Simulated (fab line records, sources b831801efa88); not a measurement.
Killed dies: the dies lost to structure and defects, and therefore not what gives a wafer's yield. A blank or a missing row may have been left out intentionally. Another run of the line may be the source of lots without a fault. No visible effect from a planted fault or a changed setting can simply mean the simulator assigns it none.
A struck lot beside a sound one -- flow sky130 -- 15 steps out of a route of 708
Sound: these wafers, L169.3, L169.4, L169.6. Struck: wafer L176.1 (left out: L176.4, L176.5 of the same lot, which were not struck); the cause appears at the end.
At each step with rows: each side's tool, then ch and its chambers, then its first start. Under that, the readings that differ: sound wafers -- struck wafers -- difference of the means -- sigmas: that difference in standard deviations of wafers without a fault.
alike: a reading whose means differ by less than 2 such deviations, as well as words and numbers matching on both sides. not compared: withheld readings; readings where some wafer has no value; bounds like >300 that might hide an equal value; numbers whose values overlap and for which the record gives no deviation.
A row with sigmas, a row that says differs or no value, or rows on one side alone: a step with any of these is where the two part. Non-overlapping numbers with no deviation appear without sigmas and do not part them. A reading missing from all wafers of one side parts the sides only when that side holds two or more wafers.

first, 4 steps without rows for these wafers: SKY_VIA2_SOFTBAKE_08 (time 90 s); SKY_VIA2_EXPOSE_09 (exposes mask VIM2, target cd 200 nm); SKY_VIA2_PEB_10; SKY_VIA2_DEVELOP_11 (develop time 60 s).
SKY_VIA2_CD_MEAS_12: the cd target is 200 nm.
  sound on cdSem-02, day 37 03:44; struck on cdSem-01, day 39 05:27
  alike: cdNm
SKY_VIA2_OVL_MEAS_13:
  sound on overlay-02, day 37 03:50; struck on overlay-02, day 39 05:34
  alike: VIA2_OVL
SKY_VIA2_ETCH_14: etches BARC in N2/H2, stops on SiO2, time 45.9 s, target depth 60 nm.
  sound on rieDiel-01 ch 0,1,2, day 37 03:52; struck on rieDiel-02 ch 2, day 39 05:37
  alike: drypumpMotorCurrentA, oesProductAu, throttleValvePct
  not compared: rfHoursCounterH
SKY_VIA2_ETCH_15: etches SiO2 in C4F8/O2/Ar, stops on TiN, target depth 546 nm, time 84 s.
  sound on rieDiel-01 ch 0,1,2, day 37 03:54; struck on rieDiel-02 ch 2, day 39 05:39
  alike: oesProductAu
  not compared: rfHoursCounterH
SKY_VIA2_STRIP_16: strips in O2/N2.
  sound on plasmaAsher-02 ch 0,1, day 37 03:59; struck on plasmaAsher-04 ch 0, day 39 05:43
reading,sound,struck,difference,sigmas
rfHoursCounterH (h),- - -,112,no value on the sound wafers,
  alike: drypumpMotorCurrentA, oesProductAu, stripTimeToEndpointS
then, 3 steps without rows for these wafers: SKY_VIA2_STRIP_17 (strips in post etch residue remover, time 1200 s); SKY_VIA2_CLEAN_18 (cleans in IPA, time 180 s); SKY_VIA2_CLEAN_19 (cleans in O3/DIW).
SKY_VIA2_SPUTTER_20: material TiN, target thk 20 nm, time 80 s.
  sound on pvdSputter-02, day 37 04:33; struck on pvdSputter-02, day 39 06:18
reading,sound,struck,difference,sigmas
model.TiN_of_VIA2_SPUTTER_20.thkNm (nm),19.95 20.18 19.81,32.22,+12.24,
  alike: throttleValvePct
SKY_VIA2_CVD_21: deposits W, target thk 420 nm, time 126.4 s.
  sound on cvdW-01 ch 0,1, day 37 04:40; struck on cvdW-02 ch 0, day 39 06:22
  alike: heaterPowerW
next, for these wafers, 1 step has no rows: SKY_PAD_OPEN_PROBE_99.

== WHERE THEY PART ==
SKY_VIA2_STRIP_16 only, going by this record. Later steps at which nothing parts them and some readings are alike: SKY_VIA2_SPUTTER_20, SKY_VIA2_CVD_21.

WHY: what had been put in by the simulator
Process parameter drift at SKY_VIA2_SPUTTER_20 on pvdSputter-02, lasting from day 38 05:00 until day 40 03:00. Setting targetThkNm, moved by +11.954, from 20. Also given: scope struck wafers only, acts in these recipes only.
